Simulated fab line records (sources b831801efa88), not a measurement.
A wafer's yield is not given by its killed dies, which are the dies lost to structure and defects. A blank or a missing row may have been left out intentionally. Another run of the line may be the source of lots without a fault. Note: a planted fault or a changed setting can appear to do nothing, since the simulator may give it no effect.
8D (eight disciplines) problem report, filled in by code -- flow gf180mcu -- the parts of the form that need people (team, actions taken, sign-off) are left out

1. WHAT WENT WRONG
At GF_MVPSD_IMPLANT_08, beamEnergyKeV averages 173.23 over 6 wafers from 2 lots, while fault-free wafers read 169.99, standard deviation 0.044. That is +74 standard deviations from the usual mean.
First observed at day 6 20:34: wafer L887.2, on implanter-03. At this step, 18 wafers from 6 lots have a number in the record. The rule behind "out" and "out of limits": a value lying over 4 standard deviations away from the usual mean. Any other wafer with a number is counted as sound.

2. WHAT IT IS, AND WHAT IT ISN'T
question,is,is not
which readings at this step,beamEnergyKeV,-
which lots,"L887, L891","L881, L893, L901, L903"
which wafers of those lots,all that have a number,-
read on which tools,implanter-03,implanter-02
when,from day 6 20:34,"up to then (3 sound wafers); but 9 sound wafers of L893, L901, L903 came after"

3. SUSPECTS, AND WHAT RULES EACH OUT
Counting: any tool at a process step up to the reading is kept as a suspect provided that every lot that is out went through it and no sound lot did after the first of them.
- implanter-03 at GF_MVPSD_IMPLANT_08: ruled out as a lasting fault. Following L887 (day 6 20:34), the first lot on it that is out, the sound lots L903 were run on it.
Left after counting: nothing in the record.

4. THE CAUSE (what the simulator had put in)
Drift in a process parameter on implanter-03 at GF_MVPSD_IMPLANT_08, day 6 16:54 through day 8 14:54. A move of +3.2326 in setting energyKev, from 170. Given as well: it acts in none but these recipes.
Counting ruled it out, wrongly.

5. SEQUENCE OF EFFECTS, ordered by route
Each row: a reading where the mean over the struck wafers with a number is more than 3 standard deviations away from the usual. Scope: only readings with a usual standard deviation given in the record; hours: median across lots of the time from each lot's start at the first step in this table that gives one to its start at this step; sigmas: change in usual standard deviations.
hours,step,reading,usual,on struck wafers,change,sigmas
0,GF_MVPSD_IMPLANT_08,beamEnergyKeV,169.99,173.23,+3.24,+74
It contains these process steps:
- GF_MVPSD_IMPLANT_08

6. HOW IT WOULD HAVE BEEN CAUGHT EARLIER
In this record no reading fell out of limits until day 6 20:34, 4 hours after the fault had begun at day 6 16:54.
